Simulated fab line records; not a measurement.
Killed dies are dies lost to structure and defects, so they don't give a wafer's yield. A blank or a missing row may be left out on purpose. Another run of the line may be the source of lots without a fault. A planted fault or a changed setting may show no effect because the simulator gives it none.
Which tool was responsible? | flow sky130 | 39 wafers from 14 lots sampled at 3 of the route's 708 steps

== WHAT EACH GAUGE READ, for each wafer ==
SKY_VT_ADJUST_LVTN_TW_MEAS_10. Usual: for VT_ADJUST_LVTN_TW the level is 243.4 and the standard deviation is 1.4.
lot  | measured     | on           | VT_ADJUST_LVTN_TW | flag
L802 | day 6 22:25  | filmMetro-03 | 242.3 241.3 241.3 | 
L804 | day 7 14:47  | filmMetro-01 | 242.7 244.8 243.6 | 
L805 | day 7 20:02  | filmMetro-01 | 244.8 244.3 245.4 | 
L806 | day 8 00:52  | filmMetro-01 | 244.3 243.6 243.6 | 
L807 | day 8 06:52  | filmMetro-03 | 241.5 240.6 240.3 | 
L810 | day 9 00:36  | filmMetro-03 | 242.8 242.2       | 
L811 | day 9 05:27  | filmMetro-04 | 242.6 245.8       | 
L812 | day 9 13:01  | filmMetro-03 | 241.6 243.7       | 
L819 | day 11 14:59 | filmMetro-04 | 244.2 243.1 243.8 | 
L820 | day 11 21:50 | filmMetro-01 | 242.8 244.6 243.7 | 
L821 | day 12 04:28 | filmMetro-04 | 242.8 241.6 241.7 | 
L823 | day 12 16:16 | filmMetro-04 | 242.5 241.6 242.5 | 
L824 | day 12 23:10 | filmMetro-01 | 243.3 244.2 243.4 | 
L825 | day 13 04:55 | filmMetro-01 | 244.1 243.9 244.3 | 

SKY_VT_ADJUST_PCH_TW_MEAS_10. Usual: for VT_ADJUST_PCH_TW the level is 142.7 and the standard deviation is 1.
lot  | measured     | on           | VT_ADJUST_PCH_TW  | flag
L802 | day 10 09:08 | filmMetro-02 | 143.6 143.3 143.6 | 
L804 | day 11 04:45 | filmMetro-04 | 144.3 143.6 144.3 | 
L805 | day 11 11:24 | filmMetro-03 | 142.7 142.0 143.1 | 
L806 | day 11 18:07 | filmMetro-03 | 143.1 142.6 141.7 | 
L807 | day 12 01:10 | filmMetro-04 | 142.7 142.5 142.8 | 
L810 | day 12 18:55 | filmMetro-04 | 142.7 143.4       | 
L811 | day 13 00:38 | filmMetro-02 | 141.6 141.0       | 
L812 | day 13 08:49 | filmMetro-02 | 141.9 141.0       | 
L819 | day 15 18:15 | filmMetro-04 | 145.4 145.0 145.2 | 
L820 | day 16 01:40 | filmMetro-04 | 143.9 144.4 144.5 | 
L821 | day 16 10:52 | filmMetro-03 | 141.6 141.5 141.9 | 
L823 | day 17 02:46 | filmMetro-02 | 142.2 142.0 141.7 | 
L824 | day 17 09:16 | filmMetro-02 | 141.8 141.5 141.7 | 
L825 | day 17 19:19 | filmMetro-03 | 142.6 142.7 142.0 | 

== WHICH TOOL RAN EACH LOT (tool, then ch and the chambers of the sampled wafers, then the start) ==
lot  | SKY_VT_ADJUST_LVTN_STRIP_20
L802 | plasmaAsher-01 ch 1, day 7 18:04
L804 | plasmaAsher-01 ch 0,1, day 8 10:46
L805 | plasmaAsher-04 ch 0,1, day 8 16:48
L806 | plasmaAsher-02 ch 0,1, day 8 21:55
L807 | plasmaAsher-01 ch 0,1, day 9 03:46
L810 | plasmaAsher-02 ch 0,1, day 9 21:48
L811 | plasmaAsher-04 ch 0,1, day 10 02:51
L812 | plasmaAsher-02 ch 0,1, day 10 10:13
L819 | plasmaAsher-04 ch 0,1, day 12 14:00
L820 | plasmaAsher-02 ch 0,1, day 12 19:58
L821 | plasmaAsher-04 ch 0,1, day 13 03:16
L823 | plasmaAsher-02 ch 0, day 13 16:19
L824 | plasmaAsher-02 ch 0,1, day 13 22:16
L825 | plasmaAsher-01 ch 0,1, day 14 06:28
- SKY_VT_ADJUST_LVTN_STRIP_20: strips in O2/N2.

== AS READ BY THE TOOLS THEMSELVES (means over the sampled wafers that have a number; for cases with no such wafer, the mark the record gives instead) ==
SKY_VT_ADJUST_LVTN_STRIP_20. Usual: drypumpMotorCurrentA 5.56 A, standard deviation 0.18; oesProductAu 0.715 a.u., standard deviation 0.0043; stripTimeToEndpointS 14.19 s, standard deviation 0.043.
lot  | tool           | drypumpMotorCurrentA (A) | oesProductAu (a.u.) | stripTimeToEndpointS (s) | flag
L802 | plasmaAsher-01 | 5.98                     | 0.712               | 14.16                    | 
L804 | plasmaAsher-01 | 5.79                     | 0.718               | 14.17                    | 
L805 | plasmaAsher-04 | 5.51                     | 0.717               | 14.23                    | 
L806 | plasmaAsher-02 | 5.43                     | 0.712               | 14.16                    | 
L807 | plasmaAsher-01 | 5.78                     | 0.711               | 14.16                    | 
L810 | plasmaAsher-02 | 5.47                     | 0.713               | 14.18                    | 
L811 | plasmaAsher-04 | 5.54                     | 0.717               | 14.23                    | 
L812 | plasmaAsher-02 | 5.47                     | 0.716               | 14.23                    | 
L819 | plasmaAsher-04 | 5.51                     | 0.714               | 14.19                    | 
L820 | plasmaAsher-02 | 5.52                     | 0.717               | 14.20                    | 
L821 | plasmaAsher-04 | 5.59                     | 0.718               | 14.23                    | 
L823 | plasmaAsher-02 | 5.35                     | 0.720               | 14.13                    | 
L824 | plasmaAsher-02 | 5.43                     | 0.720               | 14.23                    | 
L825 | plasmaAsher-01 | 5.81                     | 0.715               | 14.21                    | 

== THE ANSWER, worked out from the rows above alone ==
Rule: take the mean of a lot's wafers that have a number; if it is more than 3 standard deviations from the usual mean, the lot is off. Also off: a lot with no number at a reading for which 4 or more lots have one. Where the step has rows for the other lots, those lots are counted as sound. First the gauges in route order, then the tools' own readings, where a lot's mean is used as printed above. The first step at which some lot is off is used, and at that step the reading that is off furthest; a lot without a number counts as furthest.
Nothing can be told from this: no lot is off at any reading shown.

== WHAT THE SIMULATOR HAD PUT IN ==
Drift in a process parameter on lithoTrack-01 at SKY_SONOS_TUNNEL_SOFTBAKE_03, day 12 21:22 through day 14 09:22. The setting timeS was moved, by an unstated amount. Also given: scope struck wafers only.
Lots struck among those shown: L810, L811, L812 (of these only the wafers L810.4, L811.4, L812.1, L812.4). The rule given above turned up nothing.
